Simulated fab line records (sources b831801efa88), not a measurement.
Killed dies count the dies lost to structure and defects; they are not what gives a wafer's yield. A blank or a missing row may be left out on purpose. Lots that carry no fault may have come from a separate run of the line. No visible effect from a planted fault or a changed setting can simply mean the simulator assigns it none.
The tool behind it: which one? ; flow gf180mcu ; 7 lots, 21 wafers sampled, at 2 steps of a route of 602

== WHAT EACH GAUGE READ, for each wafer ==
GF_HV_LDD_TW_MEAS_23.
lot;measured;on;HV_LDD_2_TW
L552;day 11 10:49;film-metro-04;1065 1063 1062
L556;day 13 00:13;film-metro-02;1063 1067 1061
L558;day 13 20:38;film-metro-03;1046 1048 1057
L561;day 14 16:35;film-metro-04;1066 1070 1067
L565;day 15 14:49;film-metro-03;1057 1050 1056
L567;day 16 05:22;film-metro-04;1089 1090 1083
L573;day 17 21:12;film-metro-03;1054 1055 1062

== WHICH TOOL RAN EACH LOT (tool, then ch and the chambers of the sampled wafers, then the start) ==
lot;GF_HV_LDD_IMPLANT_21
L552;implanter-02 ch 0, day 11 10:34
L556;implanter-01 ch 0, day 12 23:58
L558;implanter-04 ch 0, day 13 20:23
L561;implanter-02 ch 0, day 14 16:20
L565;implanter-04 ch 0, day 15 14:34
L567;implanter-04 ch 0, day 16 05:08
L573;implanter-01 ch 0, day 17 20:58
- GF_HV_LDD_IMPLANT_21

== THE ANSWER, worked out from the rows above alone ==
Rule: usual is defined by the lots themselves. The widest of any qualifying gaps counts: lots, ordered by their means at a reading, are off when they make up no more than a third of the lots, leave a main group of 4 or more, and stand apart from it by 3 or more times the standard deviation of that group's means. Not used: any main group whose means are identical at the precision the tables above print for the reading. Also off: a lot with no number at a reading for which 4 or more lots have one. The other lots that the step has rows for count as sound.
Off: L567, at GF_HV_LDD_TW_MEAS_23 (HV_LDD_2_TW). Mean 1059 and standard deviation 6 in the main group.
A tool fits if, at a process step before that reading, it ran every lot that is off, and no sound lot after the first of them. Those tools and the gauges at GF_HV_LDD_TW_MEAS_23 are tried in the same way. Can't be told from this: 2 tools fit, implanter-04 at GF_HV_LDD_IMPLANT_21, film-metro-04 at GF_HV_LDD_TW_MEAS_23.

== WHAT THE SIMULATOR HAD INSERTED ==
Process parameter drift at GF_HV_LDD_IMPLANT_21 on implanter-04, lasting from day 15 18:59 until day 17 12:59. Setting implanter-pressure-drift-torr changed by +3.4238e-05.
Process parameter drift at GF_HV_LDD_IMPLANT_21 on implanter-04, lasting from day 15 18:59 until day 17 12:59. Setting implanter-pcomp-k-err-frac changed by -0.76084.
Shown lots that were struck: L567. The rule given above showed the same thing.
